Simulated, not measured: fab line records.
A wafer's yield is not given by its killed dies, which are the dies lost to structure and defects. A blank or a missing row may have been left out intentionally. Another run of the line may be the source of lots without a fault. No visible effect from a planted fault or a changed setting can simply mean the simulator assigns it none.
The same fault as seen by 2 desks / flow gf180mcu / every desk sees just its own numbers, and what lay behind them comes last

== METROLOGY DESK ==
Means of the sampled wafers that have a number, per lot and without regard to the tool the lot ran on: this is what the gauges read. The brackets show how far a lot's mean lies from the usual mean; more than 4 standard deviations puts the lot out of limits, marked OUT.
Columns: A = cd_nm at GF_M2_CD_MEAS_14, usual 280.4 nm; B = V2_CVD_00_THK at GF_V2_THK_MEAS_01, usual 602 nm; C = cd_nm at GF_V2_CD_MEAS_14, usual 259.8 nm; D = V2_W_THK at GF_V2_THK_MEAS_25, usual 354 nm
lot=L538; first seen here=day 19 11:40; A=281.0; B=609; C=259.9; D=353
lot=L540; first seen here=day 20 06:28; A=280.7; B=599; C=263.1; D=349
lot=L541; first seen here=day 20 19:05; A=281.6; B=599; C=260.1; D=355
lot=L542; first seen here=day 21 05:32; A=278.9; B=595; C=261.0; D=358
lot=L544; first seen here=day 21 20:59; A=281.2; B=599; C=258.6; D=361
lot=L547; first seen here=day 23 00:07; A=281.3; B=601; C=268.1 (+6.4) OUT; D=350
lot=L548; first seen here=day 23 09:31; A=280.9; B=602; C=269.0 (+7.1) OUT; D=344
lot=L555; first seen here=day 25 19:02; A=279.4; B=604; C=259.1; D=353
lot=L556; first seen here=day 25 20:03; A=280.6; B=602; C=258.9; D=349
lot=L557; first seen here=day 26 05:56; A=278.9; B=599; C=260.0; D=351
lot=L558; first seen here=day 26 10:44; A=279.8; B=598; C=260.9; D=354
lot=L560; first seen here=day 26 21:35; A=282.1; B=602; C=257.5; D=353
lot=L559; first seen here=day 27 01:17; A=277.6; B=605; C=258.5; D=360
This desk finds L547, L548 out of limits, L547 being first, at day 24 00:01 (cd_nm at GF_V2_CD_MEAS_14). Within limits: L538, L540, L541, L542, L544, L555, L556, L557, L558, L560, L559.

== DESK OF THE TOOL OWNER: litho_track-03 ==
The tool's own readings at GF_V2_SOFTBAKE_10 (time 60 s): means of the sampled wafers that have a number, for each lot that ran on this tool. The brackets show how far a lot's mean lies from the usual mean; more than 4 standard deviations puts the lot out of limits, marked OUT.
Columns: A = heater_power_total_W at GF_V2_SOFTBAKE_10, usual 93.04 W; B = plate_temp_C at GF_V2_SOFTBAKE_10, usual 129.96 C
lot=L541; first seen here=day 21 08:00; A=93.06; B=129.90
lot=L544; first seen here=day 22 10:00; A=92.98; B=129.75
lot=L547; first seen here=day 23 13:00; A=95.98 (+48) OUT; B=133.17 (+21) OUT
lot=L548; first seen here=day 23 22:00; A=95.94 (+48) OUT; B=133.06 (+21) OUT
lot=L558; first seen here=day 26 22:00; A=93.05; B=130.06
This desk finds L547, L548 out of limits, L547 being first, at day 23 13:00 (heater_power_total_W at GF_V2_SOFTBAKE_10). Within limits: L541, L544, L558.

== PUT TOGETHER ==
The tool owner's desk could have raised an alarm at day 23 13:00, on L547, L548.
Metrology desk: alarm possible at day 24 00:01 on L547, L548.
GF_V2_SOFTBAKE_10 was run on litho_track-03 by each of the lots named.

== WHAT THE SIMULATOR PUT IN ==
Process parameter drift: litho_track-03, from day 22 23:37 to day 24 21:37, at GF_V2_SOFTBAKE_10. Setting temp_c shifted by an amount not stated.
Lots struck among those shown: L547, L548.
Hours from the fault's start to each desk's first reading out of limits: the tool owner's desk, 13; the metrology desk, 24.
